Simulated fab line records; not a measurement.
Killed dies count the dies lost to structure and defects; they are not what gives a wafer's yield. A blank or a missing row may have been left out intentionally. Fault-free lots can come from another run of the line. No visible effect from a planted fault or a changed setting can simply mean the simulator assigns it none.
Which tool is to blame? ; flow sky130 ; 14 lots with 42 wafers sampled at 5 steps, on a route of 708 steps

## WHAT EACH GAUGE READ, for each wafer
SKY_VIA3_THK_MEAS_23: measures by xrf.
lot;measured;on;VIA3_W_THK (nm)
L338;day 40 23:58;film_metro-01;393 393 396
L337;day 41 01:23;film_metro-04;392 388 395
L339;day 41 04:59;film_metro-03;389 389 393
L340;day 41 06:34;film_metro-04;386 392 390
L341;day 41 13:13;film_metro-01;395 401 398
L342;day 41 22:37;film_metro-03;389 388 389
L343;day 42 08:11;film_metro-01;395 391 388
L345;day 42 10:19;film_metro-01;407 390 406
L344;day 42 10:49;film_metro-03;401 395 400
L346;day 42 19:10;film_metro-04;397 397 394
L347;day 43 04:49;film_metro-04;396 411 408
L356;day 45 08:26;film_metro-01;396 395 392
L357;day 45 15:58;film_metro-03;391 405 406
L359;day 46 07:37;film_metro-03;394 395 392

SKY_VIA4_RS_MEAS_19: the measuring method here is four-point-probe.
lot;measured;on;VIA4_W_RS (ohm/sq)
L338;day 44 00:29;film_metro-02;0.234 0.235 0.236
L337;day 44 03:37;film_metro-04;0.237 0.232 0.233
L339;day 44 07:50;film_metro-03;0.238 0.234 0.233
L340;day 44 09:05;film_metro-02;0.232 0.228 0.233
L341;day 44 16:10;film_metro-04;0.239 0.234 0.241
L342;day 44 22:25;film_metro-04;0.236 0.238 0.229
L343;day 45 10:22;film_metro-04;0.238 0.237 0.235
L345;day 45 11:31;film_metro-04;0.226 0.230 0.226
L344;day 45 11:31;film_metro-02;0.237 0.234 0.238
L346;day 45 19:19;film_metro-02;0.232 0.234 0.226
L347;day 46 03:00;film_metro-03;0.229 0.236 0.231
L356;day 48 02:23;film_metro-04;0.237 0.237 0.240
L357;day 48 10:06;film_metro-02;0.233 0.228 0.233
L359;day 48 23:27;film_metro-02;0.227 0.230 0.230

## WHAT TOOL EACH LOT RAN ON (gives the tool, then ch and the chambers of the sampled wafers, and finally the start)
lot;SKY_METAL4_ETCH_16;SKY_METAL4_METAL_ETCH_18;SKY_METAL4_STRIP_19
L338;rie_metal-01 ch 0,1, day 42 23:07;rie_metal-02 ch 0,1, day 42 23:14;plasma_asher-01 ch 0,1, day 42 23:25
L337;rie_metal-01 ch 0, day 43 01:53;rie_metal-02 ch 0,1, day 43 02:00;plasma_asher-01 ch 0,1, day 43 02:11
L339;rie_metal-02 ch 0,1, day 43 05:40;rie_metal-01 ch 0,1, day 43 05:47;plasma_asher-01 ch 1, day 43 05:58
L340;rie_metal-02 ch 0,1, day 43 07:33;rie_metal-01 ch 0,1, day 43 07:40;plasma_asher-03 ch 1, day 43 07:51
L341;rie_metal-02 ch 0,1, day 43 14:50;rie_metal-01 ch 0,1, day 43 14:57;plasma_asher-04 ch 0,1, day 43 15:08
L342;rie_metal-03 ch 0,1, day 43 21:49;rie_metal-02 ch 0,1, day 43 21:56;plasma_asher-03 ch 0,1, day 43 22:07
L343;rie_metal-03 ch 0,1, day 44 09:32;rie_metal-01 ch 0,1, day 44 09:39;plasma_asher-03 ch 0,1, day 44 09:50
L345;rie_metal-03 ch 0,1, day 44 11:09;rie_metal-02 ch 0, day 44 11:16;plasma_asher-03 ch 1, day 44 11:27
L344;rie_metal-03 ch 0, day 44 11:23;rie_metal-02 ch 0,1, day 44 11:30;plasma_asher-01 ch 0,1, day 44 11:41
L346;rie_metal-03 ch 0,1, day 44 19:22;rie_metal-01 ch 0,1, day 44 19:29;plasma_asher-03 ch 0,1, day 44 19:40
L347;rie_metal-03 ch 0,1, day 45 03:39;rie_metal-02 ch 0,1, day 45 03:46;plasma_asher-04 ch 0,1, day 45 03:57
L356;rie_metal-01 ch 0,1, day 47 03:22;rie_metal-02 ch 0,1, day 47 03:29;plasma_asher-03 ch 0,1, day 47 03:40
L357;rie_metal-01 ch 0,1, day 47 11:25;rie_metal-02 ch 0,1, day 47 11:32;plasma_asher-03 ch 0,1, day 47 11:43
L359;rie_metal-03 ch 1, day 48 01:56;rie_metal-01 ch 0,1, day 48 02:03;plasma_asher-04 ch 0,1, day 48 02:14
- SKY_METAL4_ETCH_16: etches BARC in N2/H2, stops on SiO2, time 88.2 s, target depth 60 nm.
- SKY_METAL4_METAL_ETCH_18: etches the open film in Cl2/BCl3, stops on SiO2, target depth 845 nm, time 183.1 s.
- SKY_METAL4_STRIP_19: strips in O2/N2.

## WHAT THE TOOLS THEMSELVES READ (means of the sampled wafers that have a number; where no wafer has one, the mark that the record gives instead)
SKY_METAL4_ETCH_16.
lot;tool;drypump_motor_current_A (A);oes_product_au (a.u.);rf_fwd_power_W (W);throttle_valve_pct (%)
L338;rie_metal-01;5.86;0.626;494.4;13.212
L337;rie_metal-01;5.47;0.625;497.4;13.197
L339;rie_metal-02;6.06;0.626;497.7;13.210
L340;rie_metal-02;6.07;0.626;497.4;13.209
L341;rie_metal-02;6.07;0.629;497.6;13.205
L342;rie_metal-03;5.57;0.625;495.7;13.207
L343;rie_metal-03;5.55;0.629;495.0;13.209
L345;rie_metal-03;5.56;0.631;495.3;13.204
L344;rie_metal-03;5.70;0.625;492.7;13.204
L346;rie_metal-03;5.56;0.625;496.7;13.201
L347;rie_metal-03;5.64;0.625;492.7;13.210
L356;rie_metal-01;5.66;0.631;496.9;13.205
L357;rie_metal-01;5.85;0.627;495.0;13.207
L359;rie_metal-03;5.48;0.628;496.1;13.206

SKY_METAL4_METAL_ETCH_18.
lot;tool;bcl3_flow_sccm (sccm);drypump_motor_current_A (A);oes_product_au (a.u.);rf_fwd_power_W (W);throttle_valve_pct (%)
L338;rie_metal-02;29.93;6.1;0.867;897.6;22.271
L337;rie_metal-02;30.05;6.0;0.867;896.0;22.257
L339;rie_metal-01;30.05;5.9;0.876;893.9;22.265
L340;rie_metal-01;30.15;5.8;0.865;895.8;22.257
L341;rie_metal-01;29.99;5.8;0.863;895.3;22.268
L342;rie_metal-02;29.85;5.8;0.862;898.1;22.258
L343;rie_metal-01;29.98;5.7;0.862;898.4;22.267
L345;rie_metal-02;30.01;6.3;0.856;895.9;22.271
L344;rie_metal-02;29.99;6.0;0.870;896.9;22.265
L346;rie_metal-01;30.00;5.7;0.869;895.6;22.267
L347;rie_metal-02;29.91;6.1;0.865;893.7;22.261
L356;rie_metal-02;29.92;5.8;0.871;849.0;22.275
L357;rie_metal-02;30.04;5.8;0.867;853.1;22.264
L359;rie_metal-01;30.00;5.7;0.865;896.5;22.264

SKY_METAL4_STRIP_19.
lot;tool;drypump_motor_current_A (A);oes_product_au (a.u.);strip_time_to_endpoint_s (s)
L338;plasma_asher-01;5.5;0.504;6.53
L337;plasma_asher-01;5.4;0.500;6.43
L339;plasma_asher-01;5.7;0.509;6.64
L340;plasma_asher-03;5.7;0.505;6.62
L341;plasma_asher-04;6.0;0.506;6.67
L342;plasma_asher-03;5.6;0.500;6.53
L343;plasma_asher-03;5.7;0.500;6.51
L345;plasma_asher-03;5.7;0.510;6.62
L344;plasma_asher-01;5.5;0.502;6.54
L346;plasma_asher-03;5.6;0.499;6.47
L347;plasma_asher-04;6.0;0.503;6.57
L356;plasma_asher-03;5.7;0.518;6.83
L357;plasma_asher-03;5.6;0.512;6.78
L359;plasma_asher-04;6.1;0.497;6.50

## THE ANSWER, worked out from the rows above alone
Rule: usual is defined by the lots themselves. Put in order of their means at a reading, lots are off if they are a third of the lots or fewer, leave a main group of 4 or more, and stand apart from it by a gap of 3 or more times the standard deviation of the main group's means; of several such gaps the widest counts. Not used: any main group whose means are identical at the precision the tables above print for the reading. A lot without any number at a reading at which 4 lots or more have one is off too. The other lots that the step has rows for count as sound. First the gauges in route order, then the tools' own readings, where a lot's mean is used as printed above. The first step at which some lot is off is used, and at that step the reading that is off furthest; a lot without a number counts as furthest.
Off: L356, L357 (SKY_METAL4_METAL_ETCH_18, rf_fwd_power_W). Main group: mean 896.1 W, sd 1.4.
A tool fits if, at that step or a process step before it, it ran every lot that is off, and no sound lot after the first of them. 2 tools fit, rie_metal-01 at SKY_METAL4_ETCH_16 and rie_metal-02 at SKY_METAL4_METAL_ETCH_18, so this cannot tell which one it is.

## WHAT WAS PUT IN BY THE SIMULATOR
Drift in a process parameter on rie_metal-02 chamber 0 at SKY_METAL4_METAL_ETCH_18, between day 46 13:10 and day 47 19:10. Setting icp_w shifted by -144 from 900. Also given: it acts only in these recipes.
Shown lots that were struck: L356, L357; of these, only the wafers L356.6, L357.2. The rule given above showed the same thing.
